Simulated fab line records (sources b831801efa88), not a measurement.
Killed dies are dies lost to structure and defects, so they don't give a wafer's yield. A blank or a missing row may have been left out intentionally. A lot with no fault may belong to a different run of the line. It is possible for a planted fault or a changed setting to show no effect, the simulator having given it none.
fab line records	flow gf180mcu
[record] lots = 6	wafers = 18	lastDay = 34
route steps=602 shown VT_IMPLANT@98
lots that met no fault: from a run of the same line without faults
startH: start of the lot's first displayed wafer, in hours after the record's first day	waitH: how many hours have passed since the lot's step before this one	" the same as in the row above	L1.1+2: one row covering several wafers at once	- no value, or no start was given	* or withheld: withheld	< > ~ a bound
route shown NAME@n: a module of which the file shows steps, and the number in the route of the first	usual: mean/standard deviation of fault-free wafers	same: alike in all rows	chamber/n: place in a boat	sites: per-site readings	_std_site: how widely they spread, as a standard deviation	_edge_site: outer sites' mean less inner sites'	radiusMm: for every site, how far away it sits from the centre of the wafer	mask NAME#n: copy n	behind: the tool/chamber that last shaped the wafer	hold: cause of the lot's hold/its duration in hours/its outcome	device: transistor that didn't switch, given as n, p or np	end of line: the route-end tests of the same wafers	a step with no rows: only its recipe	killed: the dies lost at the first sort to structure and to defects; this is not the yield of the wafer	map: dies across one wafer; x = killed, . = not, _ = none there
set.NAME: the setting as run; set.NAME@STEP: as run at that earlier step	model.NAME: the simulator's own value behind a step, which no gauge read
lots at some steps of the route; a table a step, a row a wafer
services: the hour from which a tool's chamber was out of use, counted from the record's first day as startH (under 0 if before that day), plus the number of hours and why
[[steps]]
[step GF_VT_IMPLANT_IMPLANT_08]
[recipe] species = BF2	energyKev = 20	doseCm2 = 8.29e+12	tiltDeg = 7
[step GF_VT_IMPLANT_STRIP_09]
[recipe] chemistry = O2/N2	powerW = 1400	pressureMtorr = 1500	platenTempC = 250	o2FlowSccm = 3000	n2FlowSccm = 300	overashFraction = 0.5
[usual] chamberPressureMTorr = 1500.0/1.4	drypumpMotorCurrentA = 5.6/0.41	heaterPowerW = 337/36	o2FlowSccm = 3001/8.1	oesProductAu = 0.717/0.0046	stripTimeToEndpointS = 12.62/0.044
lot.wafer	tool	chamber	startH	waitH	chamberPressureMTorr	drypumpMotorCurrentA	heaterPowerW	o2FlowSccm	oesProductAu	rfHoursCounterH	stripTimeToEndpointS
L108.1	plasmaAsher-04	1	159.61	0.1	1500.3	4.9	329	2988	0.720	35	12.64
L108.4	"	1	"	"	1500.5	4.9	328	2987	0.715	-	12.61
L108.5	"	0	"	"	1498.5	5.5	397	2991	0.712	-	12.65
L109.2	plasmaAsher-04	1	166.91	0.1	1498.7	4.9	322	3027	0.711	35	12.57
L109.4	"	0	"	"	1500.7	5.5	401	2994	0.722	-	12.57
L109.5	"	1	"	"	1501.4	4.9	328	3017	0.722	-	12.62
L110.2	plasmaAsher-01	1	174.11	0.1	1499.2	6.1	299	2983	0.719	54	12.58
L110.3	"	0	"	"	1498.9	5.9	342	2995	0.721	-	12.59
L110.4	"	1	"	"	1500.3	6.0	297	2997	0.719	-	12.60
L120.3	plasmaAsher-04	1	232.04	0.1	1500.8	4.9	329	2999	0.715	-	12.61
L120.4	"	0	"	"	1499.6	5.5	398	2985	0.717	-	12.56
L120.6	"	1	"	"	1500.9	4.9	332	3007	0.719	-	12.61
L121.1	plasmaAsher-04	0	238.61	0.1	1500.2	5.5	386	2998	0.715	43	12.66
L121.2	"	1	"	"	1500.9	4.9	318	3000	0.713	43	12.63
L121.6	"	1	"	"	1500.1	4.9	333	2999	0.725	-	12.64
L122.3	plasmaAsher-04	1	243.09	0.1	1501.4	4.9	327	2986	0.718	-	12.65
L122.5	"	1	"	"	1501.4	4.9	333	3001	0.723	-	12.65
L122.6	"	0	"	"	1499.1	5.5	400	3003	0.716	-	12.67
[step GF_VT_IMPLANT_TW_MEAS_10]
[usual] VT_IMPLANT_TW = 565/4.1
lot.wafer	tool	chamber	startH	waitH	VT_IMPLANT_TW
L108.1	filmMetro-02	-	159.71	0.1	565
L108.4	"	-	"	"	565
L108.5	"	-	"	"	567
L109.2	filmMetro-01	-	167.02	0.1	559
L109.4	"	-	"	"	561
L109.5	"	-	"	"	563
L110.2	filmMetro-01	-	174.22	0.1	563
L110.3	"	-	"	"	563
L110.4	"	-	"	"	562
L120.3	filmMetro-03	-	232.13	0.1	564
L120.4	"	-	"	"	563
L120.6	"	-	"	"	559
L121.1	filmMetro-01	-	238.71	0.1	561
L121.2	"	-	"	"	560
L121.6	"	-	"	"	560
L122.3	filmMetro-03	-	243.20	0.1	565
L122.5	"	-	"	"	564
L122.6	"	-	"	"	564
[step GF_VT_IMPLANT_DEHYDRATE_11]
[recipe] tempC = 200	timeS = 60
[step GF_VT_IMPLANT_HMDS_12]
[recipe] primeTimeS = 60	primeTempC = 120
[step GF_VT_IMPLANT_COAT_13]
[recipe] resist = NOVOLAK	spinRpm = 3000	resistThkNm = 1000
[step GF_VT_IMPLANT_SOFTBAKE_14]
[recipe] tempC = 90	timeS = 60	resist = NOVOLAK
[step GF_VT_IMPLANT_EXPOSE_15]
[recipe] maskId = Nwell_LV_AREA	targetCdNm = 860	na = 0.6	sourceShape = conventional	sigmaOuter = 0.6	doseMj = 140
[step GF_VT_IMPLANT_PEB_16]
[recipe] tempC = withheld	timeS = *	resist = NOVOLAK
[step GF_VT_IMPLANT_DEVELOP_17]
[recipe] developTimeS = 60	devTempC = 23
[step GF_VT_IMPLANT_OVL_MEAS_18]
[usual] VT_IMPLANT_01_OVL = 1.4/1.2
lot.wafer	tool	chamber	startH	waitH	VT_IMPLANT_01_OVL[nm]
L108.1	overlay-01	-	176.32	0.1	0.7
L108.4	"	-	"	"	-1.6
L108.5	"	-	"	"	2.1
L109.2	overlay-01	-	183.63	0.1	1.9
L109.4	"	-	"	"	1.1
L109.5	"	-	"	"	1.4
L110.2	overlay-02	-	190.58	0.1	1.0
L110.3	"	-	"	"	2.2
L110.4	"	-	"	"	-0.2
L120.3	overlay-01	-	249.48	0.1	0.3
L120.4	"	-	"	"	-0.4
L120.6	"	-	"	"	1.9
L121.1	overlay-02	-	255.97	0.1	2.1
L121.2	"	-	"	"	1.9
L121.6	"	-	"	"	2.5
L122.3	overlay-02	-	260.53	0.1	1.9
L122.5	"	-	"	"	1.5
L122.6	"	-	"	"	0.6
[step GF_VT_IMPLANT_IMPLANT_19]
[recipe] species = As	energyKev = 100	doseCm2 = 4.35e+12	tiltDeg = 7
[step GF_VT_IMPLANT_STRIP_20]
[recipe] chemistry = O2/N2	powerW = 1400	pressureMtorr = 1500	platenTempC = 250	o2FlowSccm = 3000	n2FlowSccm = 300	overashFraction = 0.5
[usual] chamberPressureMTorr = 1500.0/1.4	drypumpMotorCurrentA = 5.6/0.39	heaterPowerW = 334/37	o2FlowSccm = 3003/9.8	oesProductAu = 0.716/0.0045	stripTimeToEndpointS = 12.63/0.039
lot.wafer	tool	chamber	startH	waitH	chamberPressureMTorr	drypumpMotorCurrentA	heaterPowerW	o2FlowSccm	oesProductAu	rfHoursCounterH	stripTimeToEndpointS	model.NOVOLAK_of_VT_IMPLANT_COAT_13.thkNm
L108.1	plasmaAsher-04	1	176.51	0.1	1502.2	4.9	327	3012	0.713	36	12.61	0
L108.4	"	1	"	"	1501.5	4.9	321	3005	0.721	-	12.65	0
L108.5	"	0	"	"	1500.6	5.5	391	3004	0.718	-	12.62	0
L109.2	plasmaAsher-02	1	183.81	0.1	-	-	-	-	-	-	-	1001
L109.4	"	1	"	"	-	-	-	-	-	-	-	995.2
L109.5	"	1	"	"	-	-	-	-	-	-	-	999.7
L110.2	plasmaAsher-01	1	190.76	0.1	-	-	-	-	-	-	-	1007
L110.3	"	0	"	"	-	-	-	-	-	-	-	1006
L110.4	"	1	"	"	-	-	-	-	-	-	-	1005
L120.3	plasmaAsher-04	0	249.69	0.1	1501.3	5.6	394	3002	0.719	-	12.66	0
L120.4	"	1	"	"	1500.9	4.9	322	2998	0.715	-	12.65	0
L120.6	"	0	"	"	1497.3	5.5	390	2982	0.715	-	12.68	0
L121.1	plasmaAsher-02	0	256.15	0.1	1498.9	5.7	285	2998	0.713	62	12.66	0
L121.2	"	1	"	"	1500.9	5.8	344	2997	0.718	62	12.65	0
L121.6	"	0	"	"	1502.2	5.7	290	2998	0.713	-	12.63	0
L122.3	plasmaAsher-04	0	260.74	0.1	1499.2	5.5	401	3000	0.712	-	12.65	0
L122.5	"	0	"	"	1499.3	5.5	388	3002	0.717	-	12.67	0
L122.6	"	1	"	"	1499.9	4.9	330	3012	0.702	-	12.66	0
[step GF_VT_IMPLANT_TW_MEAS_21]
[usual] VT_IMPLANT_2_TW = 1213/8.6
lot.wafer	tool	chamber	startH	waitH	VT_IMPLANT_2_TW
L108.1	filmMetro-03	-	176.61	0.1	1212
L108.4	"	-	"	"	1217
L108.5	"	-	"	"	1210
L109.2	filmMetro-03	-	183.92	0.1	1205
L109.4	"	-	"	"	1206
L109.5	"	-	"	"	1211
L110.2	filmMetro-02	-	190.87	0.1	1225
L110.3	"	-	"	"	1231
L110.4	"	-	"	"	1234
L120.3	filmMetro-03	-	249.77	0.1	1209
L120.4	"	-	"	"	1217
L120.6	"	-	"	"	1218
L121.1	filmMetro-03	-	256.25	0.1	1219
L121.2	"	-	"	"	1215
L121.6	"	-	"	"	1213
L122.3	filmMetro-02	-	260.83	0.1	1233
L122.5	"	-	"	"	1232
L122.6	"	-	"	"	1225
[step GF_VT_IMPLANT_DEHYDRATE_22]
[recipe] tempC = 200	timeS = 60
[step GF_VT_IMPLANT_HMDS_23]
[recipe] primeTimeS = 60	primeTempC = 120
[step GF_VT_IMPLANT_COAT_24]
[recipe] resist = NOVOLAK	spinRpm = 3000	resistThkNm = 1000
[step GF_VT_IMPLANT_SOFTBAKE_25]
[recipe] tempC = 90	timeS = 60	resist = NOVOLAK
[step GF_VT_IMPLANT_EXPOSE_26]
[recipe] maskId = LVPWELL_HV_AREA	targetCdNm = 860	na = 0.6	sourceShape = conventional	sigmaOuter = 0.6	doseMj = 140
[step GF_VT_IMPLANT_PEB_27]
[recipe] tempC = withheld	timeS = *	resist = NOVOLAK
[step GF_VT_IMPLANT_DEVELOP_28]
[recipe] developTimeS = 60	devTempC = 23
[step GF_VT_IMPLANT_OVL_MEAS_29]
[usual] VT_IMPLANT_02_OVL = 0.7/1.1
lot.wafer	tool	chamber	startH	waitH	VT_IMPLANT_02_OVL[nm]
L108.1	overlay-01	-	193.32	0.1	0.7
L108.4	"	-	"	"	-0.3
L108.5	"	-	"	"	1.4
L109.2	overlay-01	-	200.58	0.1	1.2
L109.4	"	-	"	"	-0.5
L109.5	"	-	"	"	-0.2
L110.2	overlay-02	-	207.88	0.1	0.0
L110.3	"	-	"	"	-0.3
L110.4	"	-	"	"	0.6
L120.3	overlay-01	-	268.33	0.1	-1.0
L120.4	"	-	"	"	0.6
L120.6	"	-	"	"	-0.8
L121.1	overlay-02	-	274.42	0.1	-0.1
L121.2	"	-	"	"	-0.5
L121.6	"	-	"	"	0.9
L122.3	overlay-01	-	280.38	0.1	1.2
L122.5	"	-	"	"	1.3
L122.6	"	-	"	"	0.9
[step GF_VT_IMPLANT_IMPLANT_30]
[recipe] species = B	energyKev = 25	doseCm2 = 2.534e+12	tiltDeg = 7
[step GF_VT_IMPLANT_STRIP_31]
[recipe] chemistry = O2/N2	powerW = 1400	pressureMtorr = 1500	platenTempC = 250	o2FlowSccm = 3000	n2FlowSccm = 300	overashFraction = 0.5
[usual] chamberPressureMTorr = 1499.9/1.3	drypumpMotorCurrentA = 5.6/0.36	heaterPowerW = 332/37	o2FlowSccm = 3001/10	oesProductAu = 0.717/0.0047	stripTimeToEndpointS = 12.63/0.039
lot.wafer	tool	chamber	startH	waitH	chamberPressureMTorr	drypumpMotorCurrentA	heaterPowerW	o2FlowSccm	oesProductAu	rfHoursCounterH	stripTimeToEndpointS
L108.1	plasmaAsher-04	1	193.50	0.1	1499.7	4.9	334	3013	0.718	38	12.65
L108.4	"	0	"	"	1499.9	5.6	395	2999	0.705	-	12.64
L108.5	"	0	"	"	1501.5	5.5	396	3005	0.711	-	12.65
L109.2	plasmaAsher-04	1	200.76	0.1	1499.3	4.9	329	3009	0.725	39	27.65
L109.4	"	0	"	"	1500.1	5.5	394	3005	0.718	-	27.55
L109.5	"	0	"	"	1499.9	5.5	380	3022	0.727	-	27.60
L110.2	plasmaAsher-04	0	208.06	0.1	1498.2	5.5	394	3016	0.727	39	27.81
L110.3	"	1	"	"	1501.7	4.9	333	2996	0.711	-	27.75
L110.4	"	0	"	"	1497.8	5.5	394	2987	0.723	-	27.72
L120.3	plasmaAsher-04	1	268.54	0.1	1498.6	4.9	331	3008	0.724	-	12.61
L120.4	"	0	"	"	1498.3	5.6	389	3002	0.709	-	12.57
L120.6	"	0	"	"	1499.1	5.5	400	2998	0.713	-	12.62
L121.1	plasmaAsher-02	0	274.61	0.1	1500.1	5.7	279	2982	0.719	64	12.56
L121.2	"	1	"	"	1497.5	5.8	348	3008	0.715	64	12.53
L121.6	"	1	"	"	1499.6	5.8	343	3016	0.718	-	12.59
L122.3	plasmaAsher-02	0	280.59	0.1	1499.0	5.7	284	2994	0.721	-	12.59
L122.5	"	0	"	"	1499.9	5.7	276	3023	0.722	-	12.60
L122.6	"	1	"	"	1499.7	5.8	348	3010	0.715	-	12.62
[step GF_VT_IMPLANT_TW_MEAS_32]
[usual] VT_IMPLANT_3_TW = 268.8/2.1
lot.wafer	tool	chamber	startH	waitH	hold	VT_IMPLANT_3_TW
L108.1	filmMetro-01	-	193.60	0.1	-	268.9
L108.4	"	-	"	"	-	267.3
L108.5	"	-	"	"	-	267.5
L109.2	filmMetro-03	-	200.87	0.1	awaitDispo/0.2h/release	29.7
L109.4	"	-	"	"	awaitDispo/0.2h/release	29.7
L109.5	"	-	"	"	awaitDispo/0.2h/release	29.7
L109.2	filmMetro-03	-	201.10	0.2	-	29.7
L109.4	"	-	"	"	-	29.7
L109.5	"	-	"	"	-	29.6
L110.2	filmMetro-02	-	208.17	0.1	awaitDispo/0.2h/release	30.2
L110.3	"	-	"	"	awaitDispo/0.2h/release	30.3
L110.4	"	-	"	"	awaitDispo/0.2h/release	30.4
L110.2	filmMetro-02	-	208.39	0.2	-	30.3
L110.3	"	-	"	"	-	30.2
L110.4	"	-	"	"	-	30.3
L120.3	filmMetro-02	-	268.63	0.1	-	272.1
L120.4	"	-	"	"	-	271.8
L120.6	"	-	"	"	-	271.5
L121.1	filmMetro-01	-	274.71	0.1	-	266.8
L121.2	"	-	"	"	-	265.5
L121.6	"	-	"	"	-	265.8
L122.3	filmMetro-03	-	280.68	0.1	-	266.9
L122.5	"	-	"	"	-	268.1
L122.6	"	-	"	"	-	268.6
[[services]]
tool	chamber	startH	hours	kind
plasmaAsher-01	-	153.74	2.8	pm
plasmaAsher-02	-	239.30	5.8	repair
[[key]]
[firstSign] step = GF_VT_IMPLANT_STRIP_20	reading = toolRecord	direction = missing
[effect] step = GF_VT_IMPLANT_STRIP_31	reading = stripTimeToEndpointS	direction = up	sigmas = 99+	usual = *	struck = *
[effect] step = GF_VT_IMPLANT_TW_MEAS_32	reading = visit	direction = added
[effect] step = GF_VT_IMPLANT_TW_MEAS_32	reading = VT_IMPLANT_3_TW	direction = down	sigmas = 99+	usual = 268.8	struck = 30.0
[modelEffect] step = GF_VT_IMPLANT_STRIP_20	value = NOVOLAK_of_VT_IMPLANT_COAT_13.thkNm	without = 0	struck = 1002
metAt GF_VT_IMPLANT_STRIP_20
struckWafers L109.2,L109.4,L109.5,L110.2,L110.3,L110.4
scrappedBehind GF_VT_IMPLANT_TW_MEAS_32 L109.2,L109.4,L109.5,L110.2,L110.3,L110.4
[fault] kind = skippedStepWhole	tool = plasmaAsher-01,plasmaAsher-02	chamber = -	onsetH = 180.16	steps = GF_VT_IMPLANT_STRIP_20	scope = struckLotsOnly
